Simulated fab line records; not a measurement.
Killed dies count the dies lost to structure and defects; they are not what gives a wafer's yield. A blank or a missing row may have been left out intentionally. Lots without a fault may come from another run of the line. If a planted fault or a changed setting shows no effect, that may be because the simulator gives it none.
Matching of chambers || flow gf180mcu || GF_V2_CVD_02 on pecvd-03 has 3 sister chambers
The step deposits SiO2 from TEOS, target thk 850 nm, time 94.851 s. 14 wafers are shown with their chamber, then 7 later ones without.

== WAFERS, EACH WITH ITS CHAMBER ==
{"wafer": "L074.3", "chamber": 2, "heater_power_w (W)": 640, "susceptor_temp_C (C)": 399.93}
{"wafer": "L074.4", "chamber": 0, "heater_power_w (W)": 548, "susceptor_temp_C (C)": 400.24}
{"wafer": "L074.6", "chamber": 2, "heater_power_w (W)": 514, "susceptor_temp_C (C)": 399.84}
{"wafer": "L075.3", "chamber": 2, "heater_power_w (W)": 613, "susceptor_temp_C (C)": 400.13}
{"wafer": "L075.4", "chamber": 1, "heater_power_w (W)": 472, "susceptor_temp_C (C)": 400.16}
{"wafer": "L075.5", "chamber": 0, "heater_power_w (W)": 543, "susceptor_temp_C (C)": 399.75}
{"wafer": "L081.3", "chamber": 2, "heater_power_w (W)": 596, "susceptor_temp_C (C)": 399.83}
{"wafer": "L081.4", "chamber": 0, "heater_power_w (W)": 555, "susceptor_temp_C (C)": 400.28}
{"wafer": "L081.6", "chamber": 2, "heater_power_w (W)": 636, "susceptor_temp_C (C)": 399.67}
{"wafer": "L092.1", "chamber": 1, "heater_power_w (W)": 520, "susceptor_temp_C (C)": 399.96}
{"wafer": "L092.2", "chamber": 2, "heater_power_w (W)": 563, "susceptor_temp_C (C)": 399.74}
{"wafer": "L092.5", "chamber": 1, "heater_power_w (W)": 410, "susceptor_temp_C (C)": 399.57}
{"wafer": "L093.3", "chamber": 1, "heater_power_w (W)": 434, "susceptor_temp_C (C)": 400.02}
{"wafer": "L093.4", "chamber": 2, "heater_power_w (W)": 515, "susceptor_temp_C (C)": 399.81}

SIGNATURES (means of the wafers above)
{"reading": "heater_power_w", "chamber 0": 548.67, "chamber 1": 459.00, "chamber 2": 582.43, "scatter within a chamber": 46.6}
{"reading": "susceptor_temp_C", "chamber 0": 400.0900, "chamber 1": 399.9275, "chamber 2": 399.8500, "scatter within a chamber": 0.213}
Rule: distance of a wafer from a chamber = root of the sum over the readings of ((wafer's reading minus chamber's mean) / reading's scatter) squared. The wafer belongs to the nearest chamber; if the next one is less than 2 further off, it can't be placed. How the scatter is found: for the shown wafers, subtract from each reading the mean of its chamber, square and add these, divide the total by (wafers less chambers), then take the root.

== WAFERS WITHOUT THEIR CHAMBER ==
{"wafer": "L093.6", "heater_power_w (W)": 563, "susceptor_temp_C (C)": 400.29}
{"wafer": "L096.2", "heater_power_w (W)": 623, "susceptor_temp_C (C)": 400.26}
{"wafer": "L096.3", "heater_power_w (W)": 505, "susceptor_temp_C (C)": 400.14}
{"wafer": "L096.4", "heater_power_w (W)": 422, "susceptor_temp_C (C)": 399.70}
{"wafer": "L097.1", "heater_power_w (W)": 592, "susceptor_temp_C (C)": 400.07}
{"wafer": "L097.2", "heater_power_w (W)": 455, "susceptor_temp_C (C)": 399.68}
{"wafer": "L097.6", "heater_power_w (W)": 504, "susceptor_temp_C (C)": 399.74}

== WHICH CHAMBER EACH WENT THROUGH ==
{"wafer": "L093.6", "from the rows above": "can't be placed: 0 or 2 or 1", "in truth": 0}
{"wafer": "L096.2", "from the rows above": "can't be placed: 0 or 2", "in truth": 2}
{"wafer": "L096.3", "from the rows above": "can't be placed: 0 or 1 or 2", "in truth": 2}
{"wafer": "L096.4", "from the rows above": "can't be placed: 1 or 0", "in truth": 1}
{"wafer": "L097.1", "from the rows above": "can't be placed: 0 or 2 or 1", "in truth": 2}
{"wafer": "L097.2", "from the rows above": "can't be placed: 1 or 0 or 2", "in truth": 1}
{"wafer": "L097.6", "from the rows above": "can't be placed: 1 or 2 or 0", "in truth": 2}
Placed correctly: 0 of 7. From these rows, 7 cannot be placed; in 7 the true chamber is one of the candidates. Wrongly placed: 0.
